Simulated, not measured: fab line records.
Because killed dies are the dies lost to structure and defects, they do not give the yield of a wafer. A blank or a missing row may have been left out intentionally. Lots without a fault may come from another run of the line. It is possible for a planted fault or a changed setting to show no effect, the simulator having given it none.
Code-filled problem report in 8D (eight disciplines) form	flow sky130	the parts of the form that need people (team, actions taken, sign-off) are left out

== 1. THE ISSUE ==
cathodeDcPowerW at SKY_CAPM_SPUTTER_02 reads a mean of 6360.2 W on 6 wafers of 2 lots; wafers without a fault read 6499.9 W with a standard deviation of 1.1. That is -99 or more standard deviations from the usual mean.
The step: material TiN, target thk 200 nm, time 166.7 s.
The first sign was on wafer L252.2 at day 40 16:40, on pvdSputter-03. The record holds 36 wafers of 12 lots with a number at this step. The rule behind "out" and "out of limits": a value lying over 4 standard deviations away from the usual mean. Any other wafer with a number is counted as sound.

== 2. WHAT IT IS, AND WHAT IT ISN'T ==
question	is	is not
which readings at this step	cathodeDcPowerW	throttleValvePct
which lots	L252, L253	L238, L240, L243, L245, L248, L256, L257, L258, L259, L260
which wafers of those lots	all that have a number	-
read on which tools	pvdSputter-03	pvdSputter-01, pvdSputter-04
when	from day 40 16:40	up to then (15 sound wafers); but 15 sound wafers of L256, L257, L258, L259, L260 came after

== 3. SUSPECTS, AND WHAT RULES EACH OUT ==
Counting: a tool at any process step up to the reading remains a suspect when it ran all the lots that are out and ran no sound lot after the first of those.
- pvdSputter-03 at SKY_CAPM_SPUTTER_02 (material TiN, target thk 200 nm, time 166.7 s): kept. It processed each lot that is out, first L252 at day 40 16:40, and no sound lot thereafter; up to then, the last sound lot it processed was L248 at day 40 02:38. Its own cathodeDcPowerW readings are out on those wafers.
Remaining after the count: pvdSputter-03 at SKY_CAPM_SPUTTER_02.

== 4. THE CAUSE (what the simulator had put in) ==
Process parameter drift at SKY_CAPM_SPUTTER_02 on pvdSputter-03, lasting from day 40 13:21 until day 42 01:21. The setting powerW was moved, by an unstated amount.
After counting, this tool was the only one left.

== 5. THE CHAIN OF EFFECTS, in route order ==
Rows list readings where the struck wafers' mean (over those with a number) sits beyond 3 standard deviations from the usual. Only readings for which the record gives a usual standard deviation are gone through. hours: the time from each lot's start at the first step in this table that gives one to its start at this step, as a median over the lots. sigmas: the change in usual standard deviations.
hours	step	reading	usual	on struck wafers	change	sigmas
0	SKY_CAPM_SPUTTER_02	cathodeDcPowerW	6499.9 W	6360.2	-139.7	-99 or more
It contains these process steps:
- SKY_CAPM_SPUTTER_02: material TiN, target thk 200 nm, time 166.7 s.
At these later measuring or inspecting steps, every struck wafer for which the step has a row has a number for every such reading, and none has moved that far: SKY_CAPM_RS_MEAS_03.

== 6. HOW IT WOULD HAVE BEEN CAUGHT EARLIER ==
3 hours passed between the start of the fault at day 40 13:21 and the first reading out of limits in this record, taken at day 40 16:40.
